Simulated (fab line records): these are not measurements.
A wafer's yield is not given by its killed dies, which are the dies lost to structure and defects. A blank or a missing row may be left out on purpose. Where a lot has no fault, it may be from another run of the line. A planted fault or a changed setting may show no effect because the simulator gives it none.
One fault through the eyes of 2 desks | flow gf180mcu | each desk holds nothing but its own numbers, with what lay behind them at the end

## AT THE METROLOGY DESK
Means of the sampled wafers that have a number, per lot and without regard to the tool the lot ran on: this is what the gauges read. A lot is out of limits, marked OUT, if its mean lies more than 4 standard deviations from the usual mean; the brackets give that distance.
Columns: A = M1_OVL at GF_M1_OVL_MEAS_15, usual -2 nm; B = cd-nm at GF_V1_CD_MEAS_14, usual 260.4 nm; C = V1_W_RS at GF_V1_RS_MEAS_24, usual 0.331 ohm/sq; D = V1_W_THK at GF_V1_THK_MEAS_25, usual 347 nm
lot  | first seen here | A   | B     | C     | D
L256 | day 16 21:14    | -0  | 260.2 | 0.334 | 345
L257 | day 17 14:08    | -4  | 261.0 | 0.330 | 348
L261 | day 19 07:55    | 1   | 259.7 | 0.337 | 343
L263 | day 20 01:34    | 1   | 261.2 | 0.328 | 350
L262 | day 20 18:14    | -1  | 260.3 | 0.331 | 346
L265 | day 21 09:29    | -5  | 262.0 | 0.327 | 347
L266 | day 21 10:41    | 2   | 262.7 | 0.331 | 344
L267 | day 22 02:02    | 3   | 260.4 | 0.333 | 345
L268 | day 22 06:26    | -1  | 261.1 | 0.341 | 338
L269 | day 22 08:20    | -2  | 258.4 | 0.341 | 336
L270 | day 22 23:40    | -12 | 259.7 | 0.329 | 352
L279 | day 25 17:01    | -1  | 259.3 | 0.330 | 349
Result from this desk: across the 12 lots, nothing is out of limits.

## THE TOOL OWNER'S DESK: cvd-w-01
The tool's own readings at GF_V1_CVD_23 (deposits W, target thk 350 nm, time 105.05 s): means of the sampled wafers that have a number, for each lot that ran on this tool. A lot is out of limits, marked OUT, if its mean lies more than 4 standard deviations from the usual mean; the brackets give that distance.
Columns: A = heater-power-w at GF_V1_CVD_23, usual 885 W
lot  | first seen here | A
L256 | day 17 21:21    | 891
L261 | day 20 10:32    | 889
L262 | day 21 21:01    | 872
L266 | day 22 12:55    | 889
L267 | day 23 03:33    | 913
L268 | day 23 07:26    | 852
L269 | day 23 09:49    | 869
Result from this desk: across the 7 lots, nothing is out of limits.

## TAKEN TOGETHER
Nothing out of limits was seen by the metrology desk.
Nothing out of limits was seen by the tool owner's desk.

## WHAT WAS PUT IN BY THE SIMULATOR
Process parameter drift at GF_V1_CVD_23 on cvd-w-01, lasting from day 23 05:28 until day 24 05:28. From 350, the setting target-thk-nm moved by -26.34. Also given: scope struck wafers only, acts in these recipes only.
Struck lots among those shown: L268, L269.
